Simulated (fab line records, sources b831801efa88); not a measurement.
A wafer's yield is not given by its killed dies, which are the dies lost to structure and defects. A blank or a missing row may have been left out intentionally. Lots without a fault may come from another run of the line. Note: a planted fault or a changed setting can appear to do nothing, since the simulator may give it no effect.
Code-filled problem report in 8D (eight disciplines) form    flow gf180mcu    the parts of the form that need people (team, actions taken, sign-off) are left out

1. WHAT WENT WRONG
Wafers free of any fault read 418.2 ohm/sq (standard deviation 0.87) for HV_LDD_RS at GF_HV_LDD_RS_MEAS_53, against a mean of 409.4 ohm/sq on 6 wafers of 2 lots. Measured from the usual mean, that is -10 standard deviations.
The step: measures by four-point-probe.
Earliest sighting: wafer L499.1 on film metro-04 at day 15 05:14. At this step, 39 wafers from 13 lots have a number in the record. The rule behind "out" and "out of limits": a value lying over 4 standard deviations away from the usual mean. The other wafers with a number count as sound.

2. WHAT IT IS, WHAT IT ISN'T
question                     is                            is not
which readings at this step  HV_LDD_RS                     -
which lots                   L499, L501                    L491, L492, L493, L494, L496, L500, L505, L508, L512, L513, L514
which wafers of those lots   all that have a number        -
read on which gauges         film metro-01, film metro-04  film metro-02
when                         from day 15 05:14             up to then (15 sound wafers); but 18 sound wafers of L500, L505, L508, L512, L513, L514 came after

3. WHAT RULES OUT EACH SUSPECT
Counting: a tool at a process step up to the reading stays a suspect if it ran every lot that is out and no sound lot after the first of them.
- the gauge at GF_HV_LDD_RS_MEAS_53 has been ruled out. 2 gauges (film metro-01, film metro-04) read the wafers that are out.
- plasma asher-04 at GF_VT_IMPLANT_STRIP_20 (strips in O2/N2): kept. All lots that are out passed through it, beginning with L499 at day 8 10:38, and no sound lot followed; its final sound lot before that point was L492 at day 6 11:47.
- implanter-04 at GF_HV_LDD_IMPLANT_09: ruled out as a lasting fault. Following L499 (day 12 13:38), the first lot on it that is out, the sound lots L514 were run on it.
After counting, what remains is plasma asher-04 at GF_VT_IMPLANT_STRIP_20.

4. THE CAUSE (what the simulator had put in)
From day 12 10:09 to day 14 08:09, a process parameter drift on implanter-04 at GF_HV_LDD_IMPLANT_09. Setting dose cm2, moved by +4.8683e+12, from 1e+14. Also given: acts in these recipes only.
The count ruled it out by mistake, since the rule takes a fault to strike every lot its tool runs from the start of the fault on, and this one did not do so.

5. THE CHAIN OF EFFECTS, in route order
Each row: a reading where the mean over the struck wafers with a number is more than 3 standard deviations away from the usual. Only readings for which the record gives a usual standard deviation are gone through. hours: the time from each lot's start at the first step in this table that gives one to its start at this step, as a median over the lots. sigmas: the change in usual standard deviations.
hours  step                  reading        usual         on struck wafers  change      sigmas
0      GF_HV_LDD_IMPLANT_09  dose ions cm2  9.997e+13     1.048e+14         +4.790e+12  +44
65     GF_HV_LDD_RS_MEAS_53  HV_LDD_RS      418.2 ohm/sq  409.4             -8.8        -10
The process steps in it:
- GF_HV_LDD_IMPLANT_09

6. HOW IT WOULD HAVE BEEN CAUGHT EARLIER
The first out-of-limits reading at a measuring or inspecting step in this record came at day 15 05:14, 67 hours after the fault's start at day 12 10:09.
At GF_HV_LDD_IMPLANT_09, the tool's own readings (dose ions cm2) were out on each struck wafer the step has a row for, so an alarm limit on them would have fired on the first such wafer.
